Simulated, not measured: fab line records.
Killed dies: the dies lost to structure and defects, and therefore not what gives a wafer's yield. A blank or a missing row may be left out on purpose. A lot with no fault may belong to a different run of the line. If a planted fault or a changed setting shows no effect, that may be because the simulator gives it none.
A single fault, viewed from 2 desks | flow sky130 | each desk has only its own numbers; what lay behind them comes last

## THE TOOL OWNER'S DESK: pvd sputter-02
At SKY_VIA2_SPUTTER_20 (material TiN, target thk 20 nm, time 80 s) the tool's own readings: per lot run on this tool, the mean of the sampled wafers that have a number. Any lot whose mean is over 4 standard deviations away from the usual mean is out of limits and marked OUT; that distance is given in the brackets.
Columns: A = throttle valve pct at SKY_VIA2_SPUTTER_20, usual 30.1 %
lot  | first seen here | A
L150 | day 38 08:46    | 30.1
L157 | day 40 14:12    | 30.2
L159 | day 40 15:21    | 29.4
L164 | day 41 19:33    | 29.3
Result from this desk: across the 4 lots, nothing is out of limits.

## METROLOGY DESK
Means of the sampled wafers that have a number, per lot and without regard to the tool the lot ran on: this is what the gauges read. Any lot whose mean is over 4 standard deviations away from the usual mean is out of limits and marked OUT; that distance is given in the brackets.
Columns: A = cd nm at SKY_VIA2_CD_MEAS_12, usual 200.6 nm; B = VIA2_OVL at SKY_VIA2_OVL_MEAS_13, usual 3 nm
lot  | first seen here | A     | B
L150 | day 38 07:56    | 200.5 | -2
L157 | day 40 13:19    | 198.7 | 2
L159 | day 40 14:28    | 202.1 | 2
L162 | day 41 04:44    | 201.1 | 1
L164 | day 41 18:41    | 201.9 | 1
L168 | day 43 00:58    | 200.6 | 2
Result from this desk: across the 6 lots, nothing is out of limits.

## PUT TOGETHER
The tool owner's desk saw nothing out of limits.
Metrology desk: nothing out of limits seen.

## WHAT WAS PUT IN BY THE SIMULATOR
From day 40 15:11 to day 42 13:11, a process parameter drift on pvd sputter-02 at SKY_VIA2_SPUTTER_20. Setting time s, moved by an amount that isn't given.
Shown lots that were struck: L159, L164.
